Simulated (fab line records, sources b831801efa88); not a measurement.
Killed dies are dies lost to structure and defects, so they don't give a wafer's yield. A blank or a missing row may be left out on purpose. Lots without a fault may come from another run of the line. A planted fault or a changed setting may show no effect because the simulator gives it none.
fab line records | flow sky130
record lots=6 wafers=18 last_day=50
route steps=708 shown VIA3@582 METAL4@598 PAD_OPEN@708
lots that met no fault: from a run of the same line without faults
start_h: hours from the record's first day to the start of the lot's first wafer shown | wait_h: hours since the lot's step before | " the same as in the row above | L1.1+2: a row that stands for several wafers | - no value, or no start given | * or withheld: withheld | < > ~ a bound
route shown NAME@n: a module of which the file shows steps, and the number in the route of the first | usual: mean/standard deviation of fault-free wafers | same: alike in all rows | chamber/n: place in a boat | sites: the reading at each site | _std_site: their standard deviation | _edge_site: outer sites' mean less inner sites' | radius_mm: how far each site lies from the wafer's centre | mask NAME#n: copy n | behind: the tool/chamber that last shaped the wafer | hold: why the lot was held/for how many hours/how that ended | device: the transistor (n, p or np) that didn't switch | end of line: the same wafers' tests at the end of the route | a step without rows: its recipe alone | killed: dies lost to structure and defects at the first sort, not the wafer's yield | map: a wafer's dies, x killed, . not, _ none there
set.NAME: the setting as run; set.NAME@STEP: as run at that earlier step | model.NAME: the simulator's own value behind a step, which no gauge read
lots at some steps of the route; a table a step, a row a wafer
services: from which hour (start_h, from the record's first day; less than 0 if before it) a tool's chamber was out of use, for how many hours, and why
## steps
# step SKY_VIA3_EXPOSE_09
# recipe mask_id=VIM3 na=0.8 source_shape=annular sigma_inner=0.55 sigma_outer=0.85 target_cd_nm=200 dose_mj=38
# step SKY_VIA3_PEB_10
# recipe peb_temp_c=withheld peb_time_s=withheld resist=KrF-thick
# step SKY_VIA3_DEVELOP_11
# recipe develop_time_s=60 resist=KrF-thick dev_temp_c=21
# step SKY_VIA3_CD_MEAS_12
# recipe target_cd_nm=200
# usual cd_nm=199.9/1.5
# columns lot.wafer tool chamber start_h wait_h cd_nm
L975.3 cd_sem-02 - 936.76 - 200.5
L975.5 " - " " 200.2
L975.6 " - " " 201.2
L980.3 cd_sem-02 - 976.06 - 201.5
L980.5 " - " " 200.4
L980.6 " - " " 200.3
L985.1 cd_sem-02 - 1011.07 - 199.9
L985.2 " - " " 200.1
L985.5 " - " " 198.6
L987.1 cd_sem-01 - 1016.38 - 201.6
L987.4 " - " " 202.5
L987.6 " - " " 201.2
L996.3 cd_sem-01 - 1076.42 - 200.1
L996.5 " - " " 200.6
L996.6 " - " " 202.6
L997.2 cd_sem-01 - 1088.94 - 201.0
L997.3 " - " " 199.7
L997.5 " - " " 200.3
# step SKY_VIA3_OVL_MEAS_13
# usual VIA3_OVL=0/5
# columns lot.wafer tool chamber start_h wait_h VIA3_OVL[nm]
L975.3 overlay-01 - 936.85 0.1 2
L975.5 " - " " -3
L975.6 " - " " -1
L980.3 overlay-02 - 976.15 0.1 12
L980.5 " - " " 4
L980.6 " - " " 10
L985.1 overlay-02 - 1011.19 0.1 -1
L985.2 " - " " 3
L985.5 " - " " 6
L987.1 overlay-01 - 1016.50 0.1 -1
L987.4 " - " " -7
L987.6 " - " " -3
L996.3 overlay-01 - 1076.51 0.1 4
L996.5 " - " " 5
L996.6 " - " " -5
L997.2 overlay-02 - 1089.04 0.1 0
L997.3 " - " " -6
L997.5 " - " " -8
# step SKY_VIA3_ETCH_14
# recipe chemistry=N2/H2 target=BARC ion_energy_ev=200 source_w=500 bias_w=100 pressure_mtorr=30 n2_flow_sccm=100 h2_flow_sccm=200 stop_on=SiO2 time_s=45.9 target_depth_a=600
# usual chamber_pressure_mTorr=29.998/0.029 drypump_motor_current_A=5.7/0.41 oes_product_au=0.854/0.0049 throttle_valve_pct=13.224/0.0092
# columns lot.wafer tool chamber start_h wait_h chamber_pressure_mTorr drypump_motor_current_A oes_product_au rf_hours_counter_h throttle_valve_pct
L975.3 rie_diel-02 3 936.87 0.0 29.963 5.6 0.857 16 13.217
L975.5 " 2 " " 30.012 5.7 0.853 - 13.224
L975.6 " 1 " " 30.009 5.6 0.854 - 13.217
L980.3 rie_diel-02 1 976.17 0.0 29.982 5.7 0.852 15 13.212
L980.5 " 1 " " 29.952 5.6 0.857 - 13.227
L980.6 " 0 " " 29.979 6.1 0.857 - 13.219
L985.1 rie_diel-03 3 1011.22 0.0 29.989 5.4 0.856 22 13.236
L985.2 " 2 " " 29.969 5.9 0.856 6 13.205
L985.5 " 2 " " 30.006 5.9 0.855 - 13.223
L987.1 rie_diel-02 3 1016.54 0.0 30.030 5.6 0.849 18 13.239
L987.4 " 0 " " 30.013 6.1 0.845 - 13.224
L987.6 " 3 " " 30.016 5.6 0.849 - 13.223
L996.3 rie_diel-04 3 1076.53 0.0 30.011 5.9 0.850 18 13.240
L996.5 " 0 " " 29.995 6.0 0.861 - 13.215
L996.6 " 1 " " 29.985 5.0 0.847 - 13.232
L997.2 rie_diel-03 1 1089.07 0.0 29.967 5.0 0.856 13 13.219
L997.3 " 0 " " 29.987 5.9 0.861 16 13.229
L997.5 " 2 " " 29.971 5.9 0.852 - 13.228
# step SKY_VIA3_ETCH_15
# recipe target=SiO2 chemistry=C4F8/O2/Ar target_depth_nm=507 stop_on=TiN mask_material=KrF-thick source_w=1500 bias_w=1200 pressure_mtorr=40 c4f8_flow_sccm=withheld O2_flow_sccm=6 Ar_flow_sccm=300 time_s=78
# usual chamber_pressure_mTorr=40.00/0.04 oes_product_au=0.946/0.0045
# columns lot.wafer tool chamber start_h wait_h chamber_pressure_mTorr oes_product_au rf_hours_counter_h
L975.3 rie_diel-02 3 936.91 0.0 39.95 0.939 16
L975.5 " 2 " " 39.95 0.943 -
L975.6 " 1 " " 40.02 0.947 -
L980.3 rie_diel-02 1 976.21 0.0 39.96 0.941 15
L980.5 " 1 " " 39.99 0.946 -
L980.6 " 0 " " 39.98 0.943 -
L985.1 rie_diel-03 3 1011.26 0.0 40.09 0.939 22
L985.2 " 2 " " 40.00 0.951 6
L985.5 " 2 " " 40.02 0.949 -
L987.1 rie_diel-02 3 1016.58 0.0 40.04 0.945 18
L987.4 " 0 " " 40.00 0.939 -
L987.6 " 3 " " 40.01 0.948 -
L996.3 rie_diel-04 3 1076.57 0.0 39.97 0.948 18
L996.5 " 0 " " 39.90 0.946 -
L996.6 " 1 " " 40.00 0.944 -
L997.2 rie_diel-03 1 1089.12 0.0 40.04 0.945 13
L997.3 " 0 " " 39.98 0.944 16
L997.5 " 2 " " 39.98 0.943 -
# step SKY_VIA3_STRIP_16
# recipe chemistry=O2/N2 power_w=1400 pressure_mtorr=1500 platen_temp_c=withheld o2_flow_sccm=3000 n2_flow_sccm=300 overash_fraction=0.5
# usual chamber_pressure_mTorr=1499.9/1.3 drypump_motor_current_A=5.75/0.19 o2_flow_sccm=2998/8 oes_product_au=0.403/0.0039 strip_time_to_endpoint_s=4.15/0.032
# same overash_fraction=0.5
# columns lot.wafer tool chamber start_h wait_h chamber_pressure_mTorr drypump_motor_current_A o2_flow_sccm oes_product_au rf_hours_counter_h strip_time_to_endpoint_s
L975.3 plasma_asher-03 0 937.01 0.1 1499.4 6.18 2996 0.408 - 4.21
L975.5 " 1 " " 1500.8 5.78 2999 0.400 - 4.16
L975.6 " 0 " " 1501.1 6.23 2993 0.405 - 4.19
L980.3 plasma_asher-01 0 976.31 0.1 1497.1 5.67 3003 0.402 - 4.16
L980.5 " 0 " " 1499.6 5.67 3003 0.407 - 4.19
L980.6 " 1 " " 1501.1 5.64 2999 0.396 - 4.12
L985.1 plasma_asher-01 1 1011.32 0.0 1500.0 5.63 3001 0.402 27 4.16
L985.2 " 0 " " 1498.8 5.64 2981 0.399 27 4.09
L985.5 " 1 " " 1501.3 5.62 2991 0.401 - 4.07
L987.1 plasma_asher-04 0 1016.64 0.0 1499.2 5.60 2998 0.399 59 4.14
L987.4 " 1 " " 1501.1 5.90 2989 0.404 - 4.10
L987.6 " 1 " " 1499.8 5.90 2996 0.406 - 4.16
L996.3 plasma_asher-04 1 1076.67 0.1 1499.7 5.88 3005 0.406 - 4.14
L996.5 " 1 " " 1499.7 5.87 2999 0.405 - 4.13
L996.6 " 0 " " 1499.5 5.57 3010 0.397 - 4.14
L997.2 plasma_asher-04 1 1089.18 0.0 1499.3 5.92 2990 0.407 67 4.17
L997.3 " 0 " " 1499.6 5.57 2993 0.400 - 4.18
L997.5 " 0 " " 1500.0 5.58 3001 0.396 - 4.11
# step SKY_VIA3_STRIP_17
# recipe chemistry=post_etch_residue_remover time_s=1200 temp_c=72.5
# step SKY_VIA3_CLEAN_18
# recipe chemistry=IPA time_s=180 temp_c=25
# step SKY_VIA3_CLEAN_19
# recipe chemistry=O3/DIW dry=n2_spin
# step SKY_VIA3_SPUTTER_20
# recipe material=TiN target_thk_nm=20 chamber_pressure_pa=5 power_w=4000 time_s=80
# usual throttle_valve_pct=29.8/1.1
# columns lot.wafer tool chamber start_h wait_h throttle_valve_pct
L975.3 pvd_sputter-03 - 937.57 0.0 28.9
L975.5 " - " " 31.0
L975.6 " - " " 30.3
L980.3 pvd_sputter-04 - 976.91 0.0 27.4
L980.5 " - " " 30.8
L980.6 " - " " 30.6
L985.1 pvd_sputter-02 - 1012.13 0.0 27.9
L985.2 " - " " 29.2
L985.5 " - " " 27.9
L987.1 pvd_sputter-02 - 1017.27 0.0 29.6
L987.4 " - " " 29.5
L987.6 " - " " 29.3
L996.3 pvd_sputter-02 - 1077.22 0.0 29.0
L996.5 " - " " 29.0
L996.6 " - " " 29.3
L997.2 pvd_sputter-02 - 1089.77 0.0 27.9
L997.3 " - " " 29.3
L997.5 " - " " 29.4
# step SKY_VIA3_CVD_21
# recipe material=W target_thk_nm=390 time_s=117.31 temp_c=400 pressure_torr=40
# usual heater_power_w=790/73
# columns lot.wafer tool chamber start_h wait_h heater_power_w model.W_of_VIA3_CVD_21.thk_nm
L975.3 cvd_w-02 1 937.68 0.1 885 390.7
L975.5 " 1 " " 861 391.9
L975.6 " 0 " " 690 386.7
L980.3 cvd_w-02 1 977.01 0.1 892 394.8
L980.5 " 0 " " 709 385.7
L980.6 " 1 " " 899 394.4
L985.1 cvd_w-02 0 1012.19 0.0 693 385.4
L985.2 " 1 " " 880 398.7
L985.5 " 0 " " 703 387
L987.1 cvd_w-01 1 1017.33 0.0 808 393.2
L987.4 " 1 " " 812 389.6
L987.6 " 1 " " 840 395.9
L996.3 cvd_w-02 1 1077.33 0.1 873 450.2
L996.5 " 0 " " 710 432.1
L996.6 " 1 " " 877 395.4
L997.2 cvd_w-02 1 1089.83 0.0 889 451.8
L997.3 " 1 " " 886 456.2
L997.5 " 0 " " 706 435.5
# step SKY_VIA3_RS_MEAS_22
# recipe thk_meas_gauge=four-point-probe reads=W_of_VIA3_CVD_21+TiN_of_VIA3_SPUTTER_20
# usual VIA3_W_RS=0.294/0.0051
# columns lot.wafer tool chamber start_h wait_h VIA3_W_RS[ohm/sq]
L975.3 film_metro-04 - 937.80 0.1 0.294
L975.5 " - " " 0.292
L975.6 " - " " 0.297
L980.3 film_metro-01 - 977.13 0.1 0.291
L980.5 " - " " 0.297
L980.6 " - " " 0.291
L985.1 film_metro-02 - 1012.32 0.1 0.297
L985.2 " - " " 0.288
L985.5 " - " " 0.296
L987.1 film_metro-04 - 1017.45 0.1 0.292
L987.4 " - " " 0.294
L987.6 " - " " 0.290
L996.3 film_metro-04 - 1077.45 0.1 0.255
L996.5 " - " " 0.265
L996.6 " - " " 0.291
L997.2 film_metro-04 - 1089.97 0.1 0.254
L997.3 " - " " 0.251
L997.5 " - " " 0.264
# step SKY_VIA3_THK_MEAS_23
# recipe thk_meas_gauge=xrf reads=W_of_VIA3_CVD_21
# usual VIA3_W_THK=398/7.7
# columns lot.wafer tool chamber start_h wait_h VIA3_W_THK[nm]
L975.3 film_metro-04 - 937.90 0.1 394
L975.5 " - " " 397
L975.6 " - " " 392
L980.3 film_metro-01 - 977.23 0.1 405
L980.5 " - " " 394
L980.6 " - " " 402
L985.1 film_metro-02 - 1012.44 0.1 389
L985.2 " - " " 400
L985.5 " - " " 388
L987.1 film_metro-04 - 1017.57 0.1 397
L987.4 " - " " 394
L987.6 " - " " 402
L996.3 film_metro-04 - 1077.55 0.1 453
L996.5 " - " " 435
L996.6 " - " " 399
L997.2 film_metro-04 - 1090.08 0.1 461
L997.3 " - " " 467
L997.5 " - " " 447
# step SKY_VIA3_CMP_24
# recipe stop_on=SiO2 t_overpolish_s=20 down_force_psi=3.5 platen_rpm=60 target_thk_nm=0 pad_velocity_m_s=0.94248
# usual motor_current_A=11.1/0.79 time_to_endpoint_s=96/4.1
# columns lot.wafer tool chamber start_h wait_h motor_current_A time_to_endpoint_s
L975.3 cmp-02 1 937.99 0.1 11.0 90
L975.6 " 0 " " 11.7 94
L975.5 " 1 " " 11.1 92
L980.3 cmp-02 3 977.42 0.2 9.7 103
L980.6 " 0 " " 11.7 100
L980.5 " 1 " " 10.9 91
L985.1 cmp-01 0 1012.55 0.1 12.2 93
L985.2 " 2 " " 10.9 99
L985.5 " 0 " " 12.6 94
L987.4 cmp-02 0 1017.63 0.0 11.7 99
L987.1 " 1 " " 10.8 92
L987.6 " 1 " " 9.9 92
L996.3 cmp-02 2 1077.77 0.2 10.9 111
L996.6 " 3 " " 10.0 102
L996.5 " 0 " " 10.8 106
L997.2 cmp-01 3 1090.13 0.0 10.8 116
L997.3 " 1 " " 10.4 115
L997.5 " 3 " " 11.1 114
# step SKY_METAL4_SPUTTER_00
# recipe material=Ti target_thk_nm=15 power_w=3000 time_s=10 chamber_pressure_pa=0.4
# usual throttle_valve_pct=29.4/1.1
# columns lot.wafer tool chamber start_h wait_h throttle_valve_pct
L975.3 pvd_sputter-01 - 938.24 0.2 29.8
L975.5 " - " " 28.5
L975.6 " - " " 27.7
L980.3 pvd_sputter-02 - 977.57 0.1 29.3
L980.5 " - " " 27.9
L980.6 " - " " 29.8
L985.1 pvd_sputter-03 - 1012.80 0.2 29.0
L985.2 " - " " 30.8
L985.5 " - " " 30.7
L987.1 pvd_sputter-01 - 1017.93 0.2 30.0
L987.4 " - " " 29.0
L987.6 " - " " 28.7
L996.3 pvd_sputter-02 - 1077.92 0.1 29.6
L996.5 " - " " 29.6
L996.6 " - " " 29.6
L997.2 pvd_sputter-03 - 1090.43 0.2 29.2
L997.3 " - " " 31.5
L997.5 " - " " 31.4
# step SKY_PAD_OPEN_PROBE_99
# usual defect_limited_yield=82.7/1.9 killed_at_M0_to_M3=43/7.3 killed_at_M4_up=3.1/1.7 killed_at_contacts=25/5.3 killed_at_front_end=14/4.1 killed_at_other=0.3/0.56 killed_dies=85/9.4 killed_open=46/7.4 killed_short=38/5.8 sort_bin_3_pad_short=0.8/0.4 sort_bin_5_function=10.2/1.5 sort_bin_6_memory=6.2/1.2 sort_n_pass=407/9.4 sort_yield_pct=82.7/1.9
# same gross_dies=492 killed_at_back_side=0 sort_bin_4_leakage[%]=0 sort_bin_8_speed[%]=0
# columns lot.wafer tool chamber start_h wait_h defect_limited_yield[%] killed_at_M0_to_M3 killed_at_M4_up killed_at_contacts killed_at_front_end killed_at_other killed_dies killed_open killed_short sort_bin_3_pad_short[%] sort_bin_5_function[%] sort_bin_6_memory[%] sort_n_pass sort_yield_pct[%]
L985.1 prober-02 - 1145.20 0.1 83.3 42 6 20 14 0 82 44 37 0.6 10.4 5.7 410 83.3
L985.2 prober-02 - 1145.25 0.1 83.1 49 6 13 15 0 83 41 42 0.4 9.1 7.3 409 83.1
L985.5 prober-02 - 1145.40 0.2 82.9 42 2 31 8 1 84 41 42 0.6 11.6 4.9 408 82.9
L987.1 prober-02 - 1150.89 0.1 79.5 41 8 31 21 0 101 58 43 1.6 12.4 6.5 391 79.5
L987.4 prober-02 - 1151.04 0.2 81.7 41 4 27 17 1 90 45 45 1.2 10.0 7.1 402 81.7
L987.6 prober-02 - 1151.14 0.2 83.5 39 5 22 15 0 81 39 42 1.0 9.6 5.9 411 83.5
# killed by level:class
L985.1 VIA1:geometric_particle:open=10 VIA3:geometric_particle:open=9 VIA1:geometric_particle:short=7 VIA2:geometric_particle:open=6 POLY_GATE:geometric_particle:short=6 LI_CONTACT:geometric_particle:open=6 METAL1:geometric_particle:short=5 LOCAL_INTERCONNECT:geometric_particle:short=5
L985.2 VIA1:geometric_particle:short=10 VIA2:geometric_particle:open=9 VIA1:geometric_particle:open=8 POLY_GATE:geometric_particle:short=7 VIA3:geometric_particle:open=6 METAL1:geometric_particle:short=6 LI_CONTACT:geometric_particle:open=5 CONTACT:geometric_particle:short=4
L985.5 CONTACT:geometric_particle:open=12 VIA3:geometric_particle:short=7 LI_CONTACT:geometric_particle:open=6 VIA1:geometric_particle:short=6 VIA3:geometric_particle:open=6 CONTACT:geometric_particle:short=5 LI_CONTACT:geometric_particle:short=4 LOCAL_INTERCONNECT:geometric_particle:short=4
L987.1 VIA1:geometric_particle:open=19 CONTACT:geometric_particle:open=13 LI_CONTACT:geometric_particle:open=7 METAL4:geometric_particle:short=7 FIELD_ISO:geometric_particle:short=6 METAL1:geometric_particle:short=6 FIELD_ISO:geometric_particle:open=5 POLY_GATE:geometric_particle:short=5
L987.4 VIA1:geometric_particle:open=13 CONTACT:geometric_particle:open=9 CONTACT:geometric_particle:short=6 METAL1:geometric_particle:short=6 VIA1:geometric_particle:short=6 POLY_GATE:geometric_particle:short=5 LI_CONTACT:geometric_particle:open=5 LI_CONTACT:geometric_particle:short=4
L987.6 VIA3:geometric_particle:open=8 LOCAL_INTERCONNECT:geometric_particle:short=7 LI_CONTACT:geometric_particle:open=6 VIA1:geometric_particle:open=6 METAL1:geometric_particle:short=6 POLY_GATE:geometric_particle:short=5 METAL2:geometric_particle:short=5 POLY_GATE:geometric_particle:open=4
## services
# columns tool chamber start_h hours kind
cmp-02 - 913.47 4.0 pm
cmp-01 - 915.26 5.1 repair
cmp-02 - 920.47 6.3 pm
rie_diel-03 3 931.70 5.5 repair
rie_diel-04 0 937.20 15.7 repair
rie_diel-04 3 944.74 5.1 repair
cmp-01 - 951.11 1.2 repair
rie_diel-04 3 957.27 6.1 repair
rie_diel-02 - 959.69 2.8 pm
pvd_sputter-01 - 964.88 5.1 repair
pvd_sputter-01 - 975.40 0.6 repair
rie_diel-02 3 979.19 4.8 repair
pvd_sputter-01 - 992.24 2.5 repair
cvd_w-02 - 1013.48 1.1 repair
rie_diel-02 1 1013.81 16.5 repair
pvd_sputter-01 - 1015.50 1.3 repair
cmp-01 - 1017.35 0.9 repair
plasma_asher-01 - 1024.29 0.7 repair
rie_diel-02 0 1028.69 2.1 repair
plasma_asher-04 - 1039.48 3.6 repair
cmp-01 - 1052.90 5.4 repair
rie_diel-02 2 1057.00 4.5 repair
cvd_w-02 - 1058.60 2.8 pm
cmp-01 - 1084.11 4.0 pm
## key
first_sign step=SKY_VIA3_RS_MEAS_22 reading=VIA3_W_RS direction=down sigmas=7.1 usual=0.294 struck=0.258
effect step=SKY_VIA3_THK_MEAS_23 reading=VIA3_W_THK direction=up sigmas=7.2 usual=398 struck=453
effect step=SKY_VIA3_CMP_24 reading=time_to_endpoint_s direction=up sigmas=3.9 usual=* struck=*
model_effect step=SKY_VIA3_CVD_21 value=W_of_VIA3_CVD_21.thk_nm without=390.4 struck=445.2
met_at SKY_VIA3_CVD_21
struck_wafers L996.3,L996.5,L997.2,L997.3,L997.5
onset_between 1012.19 1077.33
fault kind=process_parameter_drift tool=cvd_w-02 chamber=- onset_h=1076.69 steps=SKY_VIA3_CVD_21 channel=target_thk_nm offset=54.3 shape=step end_h=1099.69 scope=struck_wafers_only acts_in=these_recipes_only stated=390
